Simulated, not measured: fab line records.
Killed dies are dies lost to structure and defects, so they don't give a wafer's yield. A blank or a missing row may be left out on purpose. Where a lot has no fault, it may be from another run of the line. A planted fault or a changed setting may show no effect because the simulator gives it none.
Code-filled problem report in 8D (eight disciplines) form ; flow sky130 ; the parts of the form that need people (team, actions taken, sign-off) are left out

1. WHAT IS WRONG
On 3 wafers of 1 lot, killed-at-front-end at SKY_PAD_OPEN_PROBE_99 has a mean of 66; fault-free wafers read 15, standard deviation 4.6. Relative to the usual mean, that is a shift of +11 standard deviations.
The first sign was on wafer L988.2 at day 47 14:58, on prober-02. The record holds 39 wafers of 13 lots with a number at this step. The rule behind "out" and "out of limits": a value lying over 4 standard deviations away from the usual mean. Any other wafer with a number is counted as sound.

2. WHAT IT IS, WHAT IT ISN'T
question;is;is not
which readings at this step;killed-at-front-end, killed-dies;killed_at_M0_to_M3, killed_at_M4_up, killed-at-contacts, killed-at-other, killed-open, killed-short
which lots;L988;L101, L102, L104, L981, L983, L986, L991, L992, L993, L994, L997, L999
which wafers of those lots;all that have a number;-
read on which tools;prober-02;prober-01
when;from day 47 14:58;"up to then (9 sound wafers); but 27 sound wafers of L101, L102, L104, L991, L992, L993, L994, L997, L999 came after"

3. WHAT RULES OUT EACH SUSPECT
Counting: any tool at a process step up to the reading is kept as a suspect provided that every lot that is out went through it and no sound lot did after the first of them.
- wet-bench-03 at SKY_NWELL_CLEAN_27 (cleans in SC1/SC2, time 150 s): ruled out as a lasting fault. Following L988 (day 7 02:33), the first lot on it that is out, the sound lots L999, L101 were run on it.
- cmp-01 at SKY_VIA4_CMP_21 (polishes, stops on SiO2, t overpolish 25 s, target thk 0 nm): ruled out as a lasting fault. Following L988 (day 44 22:17), the first lot on it that is out, the sound lots L992, L991, L994, L997, L999, L104 were run on it.
- rie-metal-03 at SKY_METAL5_DESCUM_14 (chemistry O2, time 11 s): ruled out as a lasting fault. Following L988 (day 45 18:53), the first lot on it that is out, the sound lots L991, L994, L999 were run on it.
- prober-02 at SKY_PAD_OPEN_PROBE_99: ruled out as a lasting fault. Following L988 (day 47 14:58), the first lot on it that is out, the sound lots L991, L994, L102, L104 were run on it.
Left after counting: nothing in the record.

4. THE CAUSE (what the simulator had put in)
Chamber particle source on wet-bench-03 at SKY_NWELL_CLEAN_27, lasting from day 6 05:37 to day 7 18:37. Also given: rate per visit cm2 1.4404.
It was ruled out by counting, in error; the rule expects a fault to strike all lots run on its tool from its start on, and this fault did not.

5. THE EFFECT CHAIN, in route order
Rows list readings where the struck wafers' mean (over those with a number) sits beyond 3 standard deviations from the usual. Scope: only readings with a usual standard deviation given in the record; hours: median across lots of the time from each lot's start at the first step in this table that gives one to its start at this step; sigmas: change in usual standard deviations.
hours;step;reading;usual;on struck wafers;change;sigmas
0;SKY_PAD_OPEN_PROBE_99;killed-at-front-end;15;66;+51;+11
0;SKY_PAD_OPEN_PROBE_99;killed-dies;86;134;+48;+5.0
Its process steps:
- SKY_PAD_OPEN_PROBE_99

6. HOW IT WOULD HAVE BEEN CAUGHT EARLIER
In this record no reading fell out of limits until day 47 14:58, 993 hours after the fault had begun at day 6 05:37.
